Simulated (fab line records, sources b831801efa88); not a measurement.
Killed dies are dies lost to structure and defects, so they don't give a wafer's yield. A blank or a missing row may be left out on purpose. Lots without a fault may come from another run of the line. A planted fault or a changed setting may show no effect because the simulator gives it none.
Which tool did it? | flow gf180mcu | 7 lots, 21 wafers sampled, at 2 steps of a route of 602

WHAT THE GAUGES READ, wafer by wafer
GF_V4_RS_MEAS_24: measures by four-point-probe.
lot  | measured     | on            | V4_W_RS (ohm/sq)
L677 | day 25 12:25 | film_metro-04 | 0.321 0.330 0.325
L680 | day 26 04:05 | film_metro-04 | 0.328 0.321 0.327
L684 | day 27 14:52 | film_metro-02 | 0.329 0.329 0.330
L688 | day 28 16:56 | film_metro-04 | 0.335 0.334 0.333
L692 | day 29 19:38 | film_metro-04 | 0.321 0.326 0.321
L695 | day 30 12:49 | film_metro-01 | 0.331 0.330 0.336
L697 | day 31 02:39 | film_metro-04 | 0.337 0.338 0.334

WHICH TOOL RAN EACH LOT (tool, then ch and the chambers of the sampled wafers, then the start)
lot  | GF_V4_CVD_23
L677 | cvd_w-02 ch 0,1, day 25 12:17
L680 | cvd_w-02 ch 0,1, day 26 03:58
L684 | cvd_w-01 ch 0,1, day 27 14:44
L688 | cvd_w-01 ch 0,1, day 28 16:49
L692 | cvd_w-02 ch 0,1, day 29 19:31
L695 | cvd_w-01 ch 1, day 30 12:40
L697 | cvd_w-01 ch 0,1, day 31 02:32
- GF_V4_CVD_23: deposits W, target thk 350 nm, time 104.9 s.

THE ANSWER, worked out from the rows above alone
Rule: what is usual is taken from the lots themselves. Put in order of their means at a reading, lots are off if they are a third of the lots or fewer, leave a main group of 4 or more, and stand apart from it by a gap of 3 or more times the standard deviation of the main group's means; of several such gaps the widest counts. A main group whose means are all the same, to the digits that the tables above print for the reading, isn't used. A lot without any number at a reading at which 4 lots or more have one is off too. The other lots that the step has rows for count as sound.
No lot is off at any reading shown: from this, nothing can be told.

WHAT THE SIMULATOR HAD PUT IN
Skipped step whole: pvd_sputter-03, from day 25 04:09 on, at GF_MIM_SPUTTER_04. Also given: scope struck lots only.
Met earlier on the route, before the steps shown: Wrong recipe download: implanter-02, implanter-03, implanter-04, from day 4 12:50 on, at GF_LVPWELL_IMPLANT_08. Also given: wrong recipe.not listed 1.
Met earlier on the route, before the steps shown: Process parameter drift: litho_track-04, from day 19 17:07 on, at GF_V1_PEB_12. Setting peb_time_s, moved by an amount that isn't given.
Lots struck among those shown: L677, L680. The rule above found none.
